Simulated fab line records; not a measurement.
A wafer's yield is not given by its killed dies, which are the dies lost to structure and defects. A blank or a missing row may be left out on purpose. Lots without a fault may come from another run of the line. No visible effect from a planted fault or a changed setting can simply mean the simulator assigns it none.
Matching of chambers    flow gf180mcu    4 sister chambers for GF_V2_ETCH_16 on rieDiel-04
The step etches BARC in N2/H2. 16 wafers are shown with their chamber, then 8 later ones without.

## EACH WAFER AND ITS CHAMBER
wafer   chamber  drypumpMotorCurrentA (A)  throttleValvePct (%)  oesProductAu (a.u.)
L075.2  3        5.2                       13.231                0.856
L075.5  3        5.2                       13.247                0.844
L075.6  0        5.3                       13.227                0.855
L082.1  0        5.3                       13.228                0.861
L082.4  2        5.6                       13.208                0.855
L082.6  2        5.6                       13.211                0.848
L084.2  0        5.3                       13.222                0.858
L084.4  1        5.7                       13.239                0.851
L084.5  2        5.6                       13.224                0.848
L086.2  0        5.4                       13.217                0.854
L086.4  3        5.2                       13.229                0.849
L086.5  2        5.6                       13.208                0.860
L088.2  1        5.7                       13.223                0.855
L088.3  3        5.2                       13.214                0.861
L088.6  1        5.8                       13.207                0.858
L093.1  0        5.3                       13.231                0.857

SIGNATURES, as means of the wafers listed above
reading               chamber 0  chamber 1  chamber 2  chamber 3  scatter within a chamber
drypumpMotorCurrentA  5.320      5.733      5.600      5.200      0.035
throttleValvePct      13.22500   13.22300   13.21275   13.23025   0.0106
oesProductAu          0.85700    0.85467    0.85275    0.85250    0.00522
Rule: for each reading, subtract the chamber's mean from the wafer's reading, divide by that reading's scatter and square the result; add these up over the readings and take the root, which gives the wafer's distance from the chamber. If the next closest chamber is less than 2 further off than the closest, the wafer can't be placed; otherwise it belongs to the closest. The scatter: the root of (the sum of the squares of (reading less its chamber's mean) over the shown wafers, divided by (wafers less chambers)).

## WAFERS WITH NO CHAMBER GIVEN
wafer   drypumpMotorCurrentA (A)  throttleValvePct (%)  oesProductAu (a.u.)
L093.2  5.7                       13.231                0.847
L093.5  5.7                       13.224                0.851
L094.1  5.4                       13.229                0.851
L094.4  5.6                       13.214                0.855
L094.6  5.8                       13.233                0.858
L097.2  5.6                       13.219                0.852
L097.3  5.3                       13.221                0.857
L097.6  5.6                       13.232                0.855

## CHAMBER TAKEN BY EACH
wafer   from the rows above      in truth
L093.2  can't be placed: 1 or 2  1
L093.5  can't be placed: 1 or 2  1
L094.1  0                        0
L094.4  2                        2
L094.6  1                        1
L097.2  2                        2
L097.3  0                        0
L097.6  2                        2
Placed correctly: 6 of 8. Can't be placed from these rows: 2 (the true chamber is among the candidates in 2). 0 placed wrongly.
